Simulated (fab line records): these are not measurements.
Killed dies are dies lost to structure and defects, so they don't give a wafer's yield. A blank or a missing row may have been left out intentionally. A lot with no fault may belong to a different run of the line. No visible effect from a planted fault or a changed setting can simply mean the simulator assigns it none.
Which tool is to blame? | flow gf180mcu | 36 wafers from 12 lots sampled at 5 of the route's 602 steps

WHAT THE GAUGES SHOWED, per wafer
GF_POLY_GATE_THK_MEAS_17. Usual: POLY_GATE_OXIDATION_THK gives 3.98 nm (standard deviation 0.1).
lot  | measured     | on           | POLY_GATE_OXIDATION_THK (nm) | flag
L467 | day 9 12:46  | filmMetro-04 | 3.84 3.83 3.86               | 
L468 | day 9 18:58  | filmMetro-02 | 4.16 4.11 4.12               | 
L474 | day 11 15:59 | filmMetro-02 | 4.01 3.97 4.00               | 
L476 | day 12 06:06 | filmMetro-02 | 3.96 3.99 4.05               | 
L479 | day 13 04:59 | filmMetro-01 | 3.88 3.99 3.97               | 
L480 | day 13 09:46 | filmMetro-01 | 3.93 3.94 4.02               | 
L481 | day 13 21:49 | filmMetro-01 | 3.97 3.99 3.97               | 
L482 | day 14 00:40 | filmMetro-01 | 3.96 3.87 3.96               | 
L484 | day 14 15:20 | filmMetro-02 | 4.02 3.91 4.02               | 
L485 | day 15 00:16 | filmMetro-01 | 3.94 3.87 3.84               | 
L487 | day 15 13:29 | filmMetro-02 | 3.87 3.81 3.78               | 
L489 | day 16 07:19 | filmMetro-04 | 4.01 3.96 4.02               | 

GF_HV_LDD_CD_MEAS_46: target cd 400 nm. Usual: 402.9 nm for cdNm, sd 2.1.
lot  | measured     | on       | cdNm (nm)         | flag
L467 | day 12 15:41 | cdSem-02 | 399.4 399.6 399.2 | 
L468 | day 12 20:21 | cdSem-02 | 402.6 403.9 403.8 | 
L474 | day 15 00:13 | cdSem-02 | 407.7 406.6 404.9 | 
L476 | day 15 17:23 | cdSem-02 | - - -             | OFF
L479 | day 16 18:28 | cdSem-02 | 404.7 404.2 407.2 | 
L480 | day 16 23:14 | cdSem-02 | 403.9 402.3 402.4 | 
L481 | day 17 12:45 | cdSem-02 | 403.4 403.7 405.5 | 
L482 | day 17 14:48 | cdSem-01 | 403.0 402.6 403.9 | 
L484 | day 18 06:34 | cdSem-01 | 403.2 401.7 403.8 | 
L485 | day 18 17:23 | cdSem-02 | 402.6 405.1 404.2 | 
L487 | day 19 07:01 | cdSem-02 | 402.5 400.3 398.8 | 
L489 | day 20 05:37 | cdSem-01 | 404.8 403.2 401.2 | 

GF_HV_LDD_TW_MEAS_50. Usual: HV_LDD_4_TW gives 574 (standard deviation 6.5).
lot  | measured     | on           | HV_LDD_4_TW | flag
L467 | day 12 16:06 | filmMetro-02 | 567 567 570 | 
L468 | day 12 20:46 | filmMetro-03 | 566 570 569 | 
L474 | day 15 00:37 | filmMetro-04 | 580 579 578 | 
L476 | day 15 17:46 | filmMetro-04 | 31 30 30    | OFF
L479 | day 16 18:52 | filmMetro-04 | 575 581 577 | 
L480 | day 16 23:39 | filmMetro-04 | 582 581 582 | 
L481 | day 17 13:08 | filmMetro-02 | 569 568 568 | 
L482 | day 17 15:13 | filmMetro-04 | 581 579 578 | 
L484 | day 18 06:58 | filmMetro-02 | 567 570 568 | 
L485 | day 18 17:47 | filmMetro-04 | 583 585 581 | 
L487 | day 19 07:25 | filmMetro-04 | 582 581 580 | 
L489 | day 20 06:02 | filmMetro-04 | 578 578 582 | 

WHAT TOOL EACH LOT RAN ON (gives the tool, then ch and the chambers of the sampled wafers, and finally the start)
lot  | GF_HV_LDD_EXPOSE_43                | GF_HV_LDD_STRIP_49
L467 | ilineStepper-02 ch 0, day 12 05:59 | plasmaAsher-02 ch 0, day 12 16:00
L468 | ilineStepper-01 ch 0, day 12 11:10 | plasmaAsher-02 ch 0,1, day 12 20:40
L474 | ilineStepper-02 ch 0, day 14 13:43 | plasmaAsher-02 ch 0,1, day 15 00:31
L476 | ilineStepper-02 ch 0, day 15 07:21 | plasmaAsher-02 ch 0,1, day 15 17:41
L479 | ilineStepper-01 ch 0, day 16 07:30 | plasmaAsher-03 ch 1, day 16 18:46
L480 | ilineStepper-02 ch 0, day 16 12:37 | plasmaAsher-01 ch 0,1, day 16 23:33
L481 | ilineStepper-02 ch 0, day 17 01:40 | plasmaAsher-01 ch 0,1, day 17 13:02
L482 | ilineStepper-02 ch 0, day 17 04:03 | plasmaAsher-02 ch 0,1, day 17 15:07
L484 | ilineStepper-02 ch 0, day 17 19:16 | plasmaAsher-02 ch 0,1, day 18 06:52
L485 | ilineStepper-02 ch 0, day 18 06:32 | plasmaAsher-03 ch 0,1, day 18 17:41
L487 | ilineStepper-02 ch 0, day 18 19:52 | plasmaAsher-03 ch 0,1, day 19 07:18
L489 | ilineStepper-01 ch 0, day 19 18:06 | plasmaAsher-01 ch 0, day 20 05:55
- GF_HV_LDD_EXPOSE_43: exposes mask Pplus HV AREA, target cd 400 nm.
- GF_HV_LDD_STRIP_49: strips in O2/N2.

AS READ BY THE TOOLS THEMSELVES (means over the sampled wafers that have a number; for cases with no such wafer, the mark the record gives instead)
GF_HV_LDD_STRIP_49. Usual: drypumpMotorCurrentA 5.6 A, standard deviation 0.42; heaterPowerW 300 W, standard deviation 23; oesProductAu 0.716 a.u., standard deviation 0.0046; stripTimeToEndpointS 12.63 s, standard deviation 0.038.
lot  | tool           | drypumpMotorCurrentA (A) | heaterPowerW (W) | oesProductAu (a.u.) | stripTimeToEndpointS (s) | flag
L467 | plasmaAsher-02 | 5.7                      | 266              | 0.716               | 12.65                    | 
L468 | plasmaAsher-02 | 5.6                      | 281              | 0.716               | 12.63                    | 
L474 | plasmaAsher-02 | 5.5                      | 283              | 0.711               | 12.62                    | 
L476 | plasmaAsher-02 | 5.5                      | 278              | 0.716               | 12.64                    | 
L479 | plasmaAsher-03 | 5.5                      | 305              | 0.712               | 12.61                    | 
L480 | plasmaAsher-01 | 5.7                      | 326              | 0.717               | 12.64                    | 
L481 | plasmaAsher-01 | 6.2                      | 318              | 0.713               | 12.60                    | 
L482 | plasmaAsher-02 | 5.5                      | 295              | 0.714               | 12.66                    | 
L484 | plasmaAsher-02 | 5.4                      | 296              | 0.719               | 12.63                    | 
L485 | plasmaAsher-03 | 5.5                      | 302              | 0.715               | 12.57                    | 
L487 | plasmaAsher-03 | 5.5                      | 302              | 0.714               | 12.65                    | 
L489 | plasmaAsher-01 | 6.6                      | 309              | 0.714               | 12.66                    | 

THE ANSWER, worked out from the rows above alone
Rule: a lot counts as off when the mean over its wafers that have a number is more than 3 standard deviations away from the usual mean. A lot without any number at a reading at which 4 lots or more have one is off too. Where the step has rows for the other lots, those lots are counted as sound. After the gauges, taken in route order, come the tools' own readings; for these a lot's mean is taken, as printed above. At the first step where some lot is off, the reading lying furthest off is the one used; lots without a number count as furthest.
Off at GF_HV_LDD_CD_MEAS_46 (cdNm): L476. Without a number there: L476.
A tool fits if, at a process step before that reading, it ran every lot that is off, and no sound lot after the first of them. Not tried: the gauges at GF_HV_LDD_CD_MEAS_46; whatever is off there is also off at GF_HV_LDD_TW_MEAS_50, on other tools, and gauge error can't account for it. No candidate that was tried fits.

WHAT THE SIMULATOR PUT IN
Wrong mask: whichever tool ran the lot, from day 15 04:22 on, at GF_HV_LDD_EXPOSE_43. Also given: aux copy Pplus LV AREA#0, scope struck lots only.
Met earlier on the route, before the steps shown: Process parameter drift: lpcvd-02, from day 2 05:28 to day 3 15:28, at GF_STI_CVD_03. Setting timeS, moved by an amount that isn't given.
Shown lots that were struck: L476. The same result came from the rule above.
